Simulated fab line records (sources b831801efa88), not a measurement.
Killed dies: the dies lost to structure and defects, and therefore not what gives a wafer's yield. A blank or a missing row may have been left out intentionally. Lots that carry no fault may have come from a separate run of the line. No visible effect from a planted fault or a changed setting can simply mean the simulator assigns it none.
Problem report in the 8D (eight disciplines) form, filled by code ; flow gf180mcu ; the parts of the form that need people (team, actions taken, sign-off) are left out

1. THE PROBLEM
Mean of spinSpeedRpm at GF_PSD_COAT_02: 3323.5 rpm across 6 wafers in 2 lots; on wafers with no fault it is 2999.9 rpm (standard deviation 2). That is +99 or more standard deviations from the usual mean.
The step: resist thk 1000 nm.
Earliest sighting: wafer L607.2 on lithoTrack-01 at day 16 09:25. Wafers with a number at this step in the record: 33, from 11 lots. By rule, "out" or "out of limits" means more than 4 standard deviations away from the usual mean. All remaining wafers that have a number are taken as sound.

2. WHAT IT IS AND WHAT IT IS NOT
question;is;is not
which readings at this step;spinSpeedRpm;chillPlateTempC
which lots;L607, L608;L602, L603, L606, L616, L617, L618, L619, L621, L623
which wafers of those lots;all that have a number;-
read on which tools;lithoTrack-01;lithoTrack-02, lithoTrack-04
when;from day 16 09:25;"up to then (9 sound wafers); but 18 sound wafers of L616, L617, L618, L619, L621, L623 came after"

3. SUSPECTS, AND WHAT RULES EACH OUT
Counting: a tool at a process step up to the reading stays a suspect if it ran every lot that is out and no sound lot after the first of them.
- lithoTrack-01 at GF_PSD_COAT_02 (resist thk 1000 nm): ruled out as a lasting fault. Following L607 (day 16 09:25), the first lot on it that is out, the sound lots L617 were run on it.
Left after counting: nothing in the record.

4. THE CAUSE (what the simulator had put in)
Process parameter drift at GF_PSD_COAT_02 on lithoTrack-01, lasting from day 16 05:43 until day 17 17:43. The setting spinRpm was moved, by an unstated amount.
Counting ruled it out, wrongly.

5. SEQUENCE OF EFFECTS, ordered by route
One row per reading whose mean, taken over the struck wafers that have a number, lies over 3 standard deviations from the usual. Only readings for which the record gives a usual standard deviation are gone through. hours: the time from each lot's start at the first step in this table that gives one to its start at this step, as a median over the lots. sigmas: the change in usual standard deviations.
hours;step;reading;usual;on struck wafers;change;sigmas
0;GF_PSD_COAT_02;spinSpeedRpm;2999.9 rpm;3323.5;+323.6;+99 or more
12;GF_PSD_STRIP_10;stripTimeToEndpointS;16.54 s;15.96;-0.58;-18
Its process steps:
- GF_PSD_COAT_02: resist thk 1000 nm.
- GF_PSD_STRIP_10: strips in O2/N2.
At these later measuring or inspecting steps, every struck wafer for which the step has a row has a number for every such reading, and none has moved that far: GF_PSD_CD_MEAS_07, GF_V1_THK_MEAS_03, GF_M3_RS_MEAS_05.

6. WHAT WOULD HAVE CAUGHT IT SOONER
First out-of-limits reading in this record: day 16 09:25, which is 4 hours after fault onset at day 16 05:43.
